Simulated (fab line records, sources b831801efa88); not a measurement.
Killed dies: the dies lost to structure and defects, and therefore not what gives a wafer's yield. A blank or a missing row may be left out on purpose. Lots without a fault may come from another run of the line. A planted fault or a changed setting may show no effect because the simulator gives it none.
fab line records | flow gf180mcu
record: lots: 12 wafers: 36 lastDay: 34
route steps=602 shown HV_LDD@198
lots that met no fault: from a run of the same line without faults
startH: the number of hours between the record's first day and the start of the first shown wafer of the lot | waitH: hours since the lot's step before | " unchanged from the row above | L1.1+2: several wafers, shown together as one row | - no value, or no start was given | * or withheld: withheld | < > ~ a bound
route shown NAME@n: a module of which the file shows steps, and the number in the route of the first | usual: mean and standard deviation over wafers with no fault | same: alike in all rows | chamber/n: place in a boat | sites: each site's reading | _std_site: standard deviation of those values | _edge_site: mean of outer sites minus mean of inner sites | radiusMm: for every site, how far away it sits from the centre of the wafer | mask NAME#n: copy n | behind: the tool/chamber that last shaped the wafer | hold: why the lot went on hold/how many hours it stayed there/how the hold came to an end | device: the n, p or np transistor that did not switch | end of line: tests of these same wafers at the route's end | step lacking rows: just its recipe | killed: count of dies lost to structure and defects at first sort (not the wafer's yield) | map: a wafer's dies, marking killed ones x, the rest . and places with no die _
set.NAME: the run value of the setting; set.NAME@STEP: its run value at that earlier step | model.NAME: the simulator's own value behind a step, which no gauge read
the route's steps for a sample of lots (tables are steps, rows are wafers)
services: from which hour (startH, from the record's first day; less than 0 if before it) a tool's chamber was out of use, for how many hours, and why
== steps ==
step: GF_HV_LDD_STRIP_22
recipe: chemistry: O2/N2 powerW: 1400 pressureMtorr: 1500 platenTempC: 250 o2FlowSccm: 3000 n2FlowSccm: 300 overashFraction: 0.5
usual: drypumpMotorCurrentA: 5.78/0.26 heaterPowerW: 344/42 n2FlowSccm: 300.1/0.82 oesProductAu: 0.716/0.0046 stripTimeToEndpointS: 12.62/0.032
same: overashFraction: 0.5
columns lot.wafer tool chamber startH waitH drypumpMotorCurrentA heaterPowerW n2FlowSccm oesProductAu rfHoursCounterH stripTimeToEndpointS
L690.1 plasmaAsher-02 0 240.45 0.1 5.84 409 298.9 0.725 61 12.60
L690.3 " 1 " " 5.76 326 300.3 0.718 - 12.59
L690.5 " 0 " " 5.83 426 300.2 0.722 - 12.57
L692.3 plasmaAsher-01 0 256.08 0.1 6.37 377 300.1 0.717 - 12.64
L692.5 " 0 " " 6.39 373 300.6 0.717 - 12.62
L692.6 " 1 " " 5.55 325 299.4 0.714 - 12.63
L694.2 plasmaAsher-01 1 264.44 0.1 5.55 329 299.7 0.725 15 12.60
L694.5 " 1 " " 5.54 320 299.6 0.710 - 12.57
L694.6 " 0 " " 6.43 374 298.2 0.720 - 12.61
L695.1 plasmaAsher-03 0 274.27 0.1 5.55 319 298.7 0.713 60 12.59
L695.3 " 0 " " 5.54 319 301.0 0.714 - 12.63
L695.4 " 1 " " 5.66 277 301.0 0.710 - 12.57
L697.1 plasmaAsher-02 0 289.10 0.1 5.84 412 300.6 0.717 66 12.67
L697.2 " 1 " " 5.76 328 299.2 0.718 66 12.67
L697.6 " 1 " " 5.77 329 299.3 0.719 - 12.64
L699.3 plasmaAsher-02 1 299.78 0.1 5.79 332 300.1 0.720 - 12.61
L699.4 " 0 " " 5.82 412 301.1 0.725 - 12.63
L699.6 " 1 " " 5.74 325 301.1 0.715 - 12.57
L702.2 plasmaAsher-02 0 322.63 0.1 5.83 410 299.3 0.721 70 12.63
L702.3 " 0 " " 5.84 403 299.8 0.704 - 12.61
L702.5 " 1 " " 5.75 322 300.4 0.723 - 12.64
L709.3 plasmaAsher-03 0 379.18 0.1 5.54 321 299.2 0.717 - 12.64
L709.4 " 1 " " 5.64 282 300.0 0.720 - 12.62
L709.5 " 1 " " 5.67 283 300.1 0.716 - 12.62
L710.2 plasmaAsher-02 1 388.48 0.1 5.76 318 301.6 0.702 76 12.68
L710.3 " 0 " " 5.83 407 299.3 0.712 - 12.68
L710.5 " 0 " " 5.86 407 298.9 0.715 - 12.66
L711.1 plasmaAsher-02 0 394.33 0.1 5.81 412 299.9 0.715 77 12.58
L711.3 " 0 " " 5.85 405 299.7 0.712 - 12.54
L711.6 " 0 " " 5.83 403 299.9 0.721 - 12.56
L712.2 plasmaAsher-02 0 404.68 0.1 5.85 401 300.4 0.715 78 12.60
L712.3 " 1 " " 5.76 320 300.5 0.717 - 12.59
L712.5 " 1 " " 5.75 318 299.9 0.721 - 12.61
L713.2 plasmaAsher-01 0 408.29 0.1 6.37 379 300.4 0.714 31 12.64
L713.3 " 1 " " 5.59 324 300.8 0.724 - 12.63
L713.5 " 1 " " 5.56 329 301.1 0.722 - 12.62
step: GF_HV_LDD_OVL_MEAS_32
usual: HV_LDD_02_OVL: 0.3/1.5
columns lot.wafer tool chamber startH waitH HV_LDD_02_OVL[nm]
L690.1 overlay-02 - 259.05 0.1 0.6
L690.3 " - " " 2.1
L690.5 " - " " 2.1
L692.3 overlay-02 - 274.66 0.1 2.1
L692.5 " - " " -1.4
L692.6 " - " " 0.7
L694.2 overlay-02 - 284.00 0.1 0.3
L694.5 " - " " 1.1
L694.6 " - " " 0.0
L695.1 overlay-02 - 294.07 0.1 1.5
L695.3 " - " " 0.2
L695.4 " - " " 1.0
L697.1 overlay-02 - 309.54 0.1 -1.8
L697.2 " - " " -0.9
L697.6 " - " " -2.9
L699.3 overlay-02 - 320.08 0.1 -1.5
L699.4 " - " " -2.4
L699.6 " - " " -0.5
L702.2 overlay-01 - 343.62 0.1 0.5
L702.3 " - " " 1.5
L702.5 " - " " 2.8
L709.3 overlay-02 - 402.28 0.1 1.1
L709.4 " - " " -0.6
L709.5 " - " " -2.1
L710.2 overlay-02 - 411.65 0.1 2.2
L710.3 " - " " 3.2
L710.5 " - " " 2.9
L711.1 overlay-01 - 418.04 0.1 -1.4
L711.3 " - " " -1.1
L711.6 " - " " -0.3
L712.2 overlay-02 - 428.45 0.1 -1.9
L712.3 " - " " 0.0
L712.5 " - " " -0.4
L713.2 overlay-01 - 431.97 0.1 -1.2
L713.3 " - " " 0.3
L713.5 " - " " 0.8
step: GF_HV_LDD_IMPLANT_33
recipe: species: P energyKev: 60 doseCm2: 7.5e+12 tiltDeg: 30 rotationDeg: 0
usual: doseIonsCm2: 7.497e+12/8.5e+09 faradayCurrentUA: 42.2/0.91
columns lot.wafer tool chamber startH waitH doseIonsCm2 faradayCurrentUA
L690.1 implanter-03 0 259.08 0.0 7.502e+12 42.2
L690.3 " 0 " " 7.504e+12 41.7
L690.5 " 0 " " 7.5e+12 42.3
L692.3 implanter-02 0 274.73 0.1 7.485e+12 40.1
L692.5 " 0 " " 7.492e+12 42.6
L692.6 " 0 " " 7.483e+12 41.6
L694.2 implanter-02 0 284.06 0.0 7.497e+12 43.8
L694.5 " 0 " " 7.51e+12 42.5
L694.6 " 0 " " 7.511e+12 42.1
L695.1 implanter-02 0 294.10 0.0 7.51e+12 41.3
L695.3 " 0 " " 7.508e+12 41.1
L695.4 " 0 " " 7.512e+12 41.5
L697.1 implanter-02 0 309.58 0.0 7.498e+12 43.1
L697.2 " 0 " " 7.48e+12 42.5
L697.6 " 0 " " 7.482e+12 41.4
L699.3 implanter-02 0 320.15 0.1 3.257e+12 17.4
L699.4 " 0 " " 3.249e+12 19.1
L699.6 " 0 " " 3.269e+12 18.7
L702.2 implanter-02 0 343.68 0.0 3.253e+12 18.6
L702.3 " 0 " " 3.261e+12 17.6
L702.5 " 0 " " 3.24e+12 18.0
L709.3 implanter-02 0 402.35 0.1 7.494e+12 43.9
L709.4 " 0 " " 7.484e+12 41.1
L709.5 " 0 " " 7.495e+12 41.0
L710.2 implanter-01 0 411.70 0.0 7.488e+12 43.3
L710.3 " 0 " " 7.494e+12 42.2
L710.5 " 0 " " 7.502e+12 42.0
L711.1 implanter-03 0 418.08 0.0 7.498e+12 40.8
L711.3 " 0 " " 7.49e+12 40.9
L711.6 " 0 " " 7.496e+12 42.2
L712.2 implanter-03 0 428.50 0.0 7.479e+12 41.9
L712.3 " 0 " " 7.485e+12 42.1
L712.5 " 0 " " 7.49e+12 44.0
L713.2 implanter-02 0 432.03 0.0 7.486e+12 42.9
L713.3 " 0 " " 7.51e+12 42.2
L713.5 " 0 " " 7.511e+12 42.3
step: GF_HV_LDD_TW_MEAS_38
usual: HV_LDD_3_TW: 1432/16
columns lot.wafer tool chamber startH waitH HV_LDD_3_TW
L690.1 filmMetro-04 - 259.78 0.1 1438
L690.3 " - " " 1439
L690.5 " - " " 1431
L692.3 filmMetro-01 - 275.40 0.1 1418
L692.5 " - " " 1420
L692.6 " - " " 1415
L694.2 filmMetro-04 - 284.74 0.1 1437
L694.5 " - " " 1438
L694.6 " - " " 1439
L695.1 filmMetro-03 - 294.80 0.1 1453
L695.3 " - " " 1448
L695.4 " - " " 1454
L697.1 filmMetro-04 - 310.28 0.1 1426
L697.2 " - " " 1436
L697.6 " - " " 1434
L699.3 filmMetro-01 - 320.82 0.1 1349
L699.4 " - " " 1348
L699.6 " - " " 1347
L702.2 filmMetro-01 - 344.36 0.1 1357
L702.3 " - " " 1351
L702.5 " - " " 1349
L709.3 filmMetro-01 - 403.02 0.1 1412
L709.4 " - " " 1416
L709.5 " - " " 1420
L710.2 filmMetro-04 - 412.39 0.1 1432
L710.3 " - " " 1428
L710.5 " - " " 1427
L711.1 filmMetro-03 - 418.78 0.1 1453
L711.3 " - " " 1453
L711.6 " - " " 1456
L712.2 filmMetro-01 - 429.19 0.1 1419
L712.3 " - " " 1417
L712.5 " - " " 1414
L713.2 filmMetro-01 - 432.71 0.1 1414
L713.3 " - " " 1410
L713.5 " - " " 1417
step: GF_HV_LDD_OVL_MEAS_47
usual: HV_LDD_03_OVL: -0.3/1.5
columns lot.wafer tool chamber startH waitH HV_LDD_03_OVL[nm]
L690.1 overlay-02 - 279.17 0.1 0.2
L690.3 " - " " 0.3
L690.5 " - " " -0.2
L692.3 overlay-02 - 295.27 0.1 -3.0
L692.5 " - " " -3.5
L692.6 " - " " -1.8
L694.2 overlay-02 - 304.87 0.1 -1.2
L694.5 " - " " 0.1
L694.6 " - " " -1.5
L695.1 overlay-01 - 315.66 0.1 -0.8
L695.3 " - " " -0.6
L695.4 " - " " -0.2
L697.1 overlay-02 - 331.16 0.1 -0.7
L697.2 " - " " -2.4
L697.6 " - " " -0.7
L699.3 overlay-01 - 341.91 0.1 0.1
L699.4 " - " " 0.7
L699.6 " - " " 0.4
L702.2 overlay-02 - 366.02 0.1 -3.2
L702.3 " - " " -1.4
L702.5 " - " " -1.0
L709.3 overlay-02 - 426.85 0.1 -1.1
L709.4 " - " " 1.1
L709.5 " - " " 0.0
L710.2 overlay-01 - 436.72 0.1 -1.9
L710.3 " - " " -1.9
L710.5 " - " " -1.1
L711.1 overlay-02 - 443.79 0.1 0.3
L711.3 " - " " 2.8
L711.6 " - " " 1.3
L712.2 overlay-02 - 453.62 0.1 -1.5
L712.3 " - " " -0.7
L712.5 " - " " -2.3
L713.2 overlay-02 - 456.45 0.1 1.2
L713.3 " - " " 2.4
L713.5 " - " " 3.1
step: GF_HV_LDD_RS_MEAS_53
recipe: thkMeasGauge: four-point-probe
usual: HV_LDD_RS: 418.8/1
columns lot.wafer tool chamber startH waitH HV_LDD_RS[ohm/sq]
L690.1 filmMetro-04 - 279.63 0.1 417.5
L690.3 " - " " 418.2
L690.5 " - " " 418.2
L692.3 filmMetro-01 - 295.76 0.1 418.7
L692.5 " - " " 418.0
L692.6 " - " " 418.5
L694.2 filmMetro-03 - 305.35 0.1 418.4
L694.5 " - " " 419.3
L694.6 " - " " 419.2
L695.1 filmMetro-03 - 316.13 0.1 418.9
L695.3 " - " " 419.6
L695.4 " - " " 419.2
L697.1 filmMetro-03 - 331.62 0.1 418.6
L697.2 " - " " 419.6
L697.6 " - " " 419.1
L699.3 filmMetro-04 - 342.40 0.1 429.6
L699.4 " - " " 431.1
L699.6 " - " " 430.1
L702.2 filmMetro-04 - 366.50 0.1 432.4
L702.3 " - " " 431.2
L702.5 " - " " 430.3
L709.3 filmMetro-04 - 427.35 0.1 420.1
L709.4 " - " " 418.6
L709.5 " - " " 419.7
L710.2 filmMetro-04 - 437.24 0.1 419.3
L710.3 " - " " 419.7
L710.5 " - " " 420.1
L711.1 filmMetro-01 - 444.25 0.1 418.6
L711.3 " - " " 417.8
L711.6 " - " " 418.5
L712.2 filmMetro-01 - 454.10 0.1 417.4
L712.3 " - " " 417.0
L712.5 " - " " 416.6
L713.2 filmMetro-04 - 456.95 0.1 420.1
L713.3 " - " " 419.4
L713.5 " - " " 419.0
== services ==
columns tool chamber startH hours kind
implanter-02 - 220.53 5.2 repair
implanter-03 - 248.30 1.7 repair
implanter-03 - 264.23 31.1 pm
plasmaAsher-03 - 266.78 4.6 repair
plasmaAsher-01 - 283.28 0.6 repair
plasmaAsher-01 - 298.60 5.2 repair
plasmaAsher-03 - 301.17 0.7 repair
implanter-01 - 327.88 4.1 repair
plasmaAsher-01 - 328.88 1.6 repair
plasmaAsher-02 - 340.22 10.3 repair
plasmaAsher-03 - 366.54 0.8 repair
implanter-02 - 371.25 4.5 pm
implanter-03 - 371.28 21.4 repair
implanter-02 - 377.57 4.4 pm
implanter-01 - 412.28 4.3 pm
plasmaAsher-02 - 421.25 9.0 pm
plasmaAsher-02 0 421.25 9.0 ventCycle
plasmaAsher-02 1 421.25 9.0 ventCycle
implanter-01 - 421.72 2.5 pm
implanter-03 - 423.19 2.3 repair
plasmaAsher-02 0 430.25 - clean
plasmaAsher-02 1 430.25 - clean
== key ==
firstSign: step: GF_HV_LDD_IMPLANT_33 reading: doseIonsCm2 direction: down sigmas: 99+ usual: 7.497e+12 struck: 3.255e+12
effect: step: GF_HV_LDD_IMPLANT_33 reading: faradayCurrentUA direction: down sigmas: 26 usual: 42.2 struck: 18.2
effect: step: GF_HV_LDD_TW_MEAS_38 reading: HV_LDD_3_TW direction: down sigmas: 5.2 usual: 1432 struck: 1350
effect: step: GF_HV_LDD_RS_MEAS_53 reading: HV_LDD_RS direction: up sigmas: 12 usual: 418.8 struck: 430.8
metAt GF_HV_LDD_IMPLANT_33
struckLots L699,L702
testerLeftOut L699,L702
notActingAt GF_HV_LDD_STRIP_22,GF_HV_LDD_OVL_MEAS_32,GF_HV_LDD_OVL_MEAS_47
onsetBetween 309.58 320.15
fault: kind: processParameterDrift tool: implanter-02 chamber: - onsetH: 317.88 steps: GF_HV_LDD_IMPLANT_33 channel: doseCm2 offset: -4.2496e+12 shape: step endH: 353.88 actsIn: theseRecipesOnly stated: 7.5e+12
testerLeftOut: of these lots the tester's yield and bins aren't shown, on N5 and GAA mostly nor the transistor test; their killed dies are dies lost to structure and defects alone, not to doping, threshold or leakage, so they don't give the yield
